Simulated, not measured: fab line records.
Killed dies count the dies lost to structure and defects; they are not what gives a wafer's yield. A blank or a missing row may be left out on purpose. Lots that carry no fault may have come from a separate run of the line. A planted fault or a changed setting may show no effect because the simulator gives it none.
2 desks, one fault / flow gf180mcu / each desk holds nothing but its own numbers, with what lay behind them at the end

## DESK OF THE TOOL OWNER: pvd-sputter-04
The tool's own readings at GF_V4_SPUTTER_22 (material TiN, target thk 10 nm, time 40 s): means of the sampled wafers that have a number, for each lot that ran on this tool. Any lot whose mean is over 4 standard deviations away from the usual mean is out of limits and marked OUT; that distance is given in the brackets.
Columns: A = cathode-dc-power-W at GF_V4_SPUTTER_22, usual 4000.0 W; B = chamber-pressure-pa at GF_V4_SPUTTER_22, usual 4.999 Pa; C = throttle-valve-pct at GF_V4_SPUTTER_22, usual 29.9 %
lot=L825; first seen here=day 26 17:04; A=4000.4; B=5.006; C=30.2
lot=L828; first seen here=day 27 19:16; A=3999.8; B=5.004; C=29.5
lot=L834; first seen here=day 29 07:01; A=3999.9; B=5.005; C=30.1
lot=L836; first seen here=day 29 22:17; A=3999.9; B=4.997; C=30.1
lot=L840; first seen here=day 31 00:16; A=4000.3; B=5.006; C=29.9
lot=L841; first seen here=day 31 05:23; A=4000.1; B=5.003; C=30.3
lot=L842; first seen here=day 31 10:00; A=4000.1; B=5.000; C=30.3
This desk's verdict: no lot among the 7 shows anything out of limits.

## FROM THE METROLOGY DESK
Means of the sampled wafers that have a number, per lot and without regard to the tool the lot ran on: this is what the gauges read. Any lot whose mean is over 4 standard deviations away from the usual mean is out of limits and marked OUT; that distance is given in the brackets.
Columns: A = M4_OVL at GF_M4_OVL_MEAS_15, usual -4 nm
lot=L819; first seen here=day 23 08:37; A=2
lot=L821; first seen here=day 24 03:34; A=-4
lot=L825; first seen here=day 25 17:58; A=-0
lot=L826; first seen here=day 26 00:40; A=-8
lot=L827; first seen here=day 26 03:56; A=-11
lot=L828; first seen here=day 26 20:45; A=-5
lot=L834; first seen here=day 28 10:02; A=2
lot=L836; first seen here=day 29 01:20; A=-1
lot=L837; first seen here=day 29 03:44; A=-4
lot=L838; first seen here=day 29 11:31; A=3
lot=L839; first seen here=day 30 02:31; A=-10
lot=L840; first seen here=day 30 02:52; A=0
lot=L841; first seen here=day 30 09:50; A=-1
lot=L842; first seen here=day 30 14:39; A=-1
This desk's verdict: no lot among the 14 shows anything out of limits.

## TAKEN TOGETHER
Nothing out of limits was seen by the tool owner's desk.
Nothing out of limits was seen by the metrology desk.

## WHAT THE SIMULATOR PUT IN
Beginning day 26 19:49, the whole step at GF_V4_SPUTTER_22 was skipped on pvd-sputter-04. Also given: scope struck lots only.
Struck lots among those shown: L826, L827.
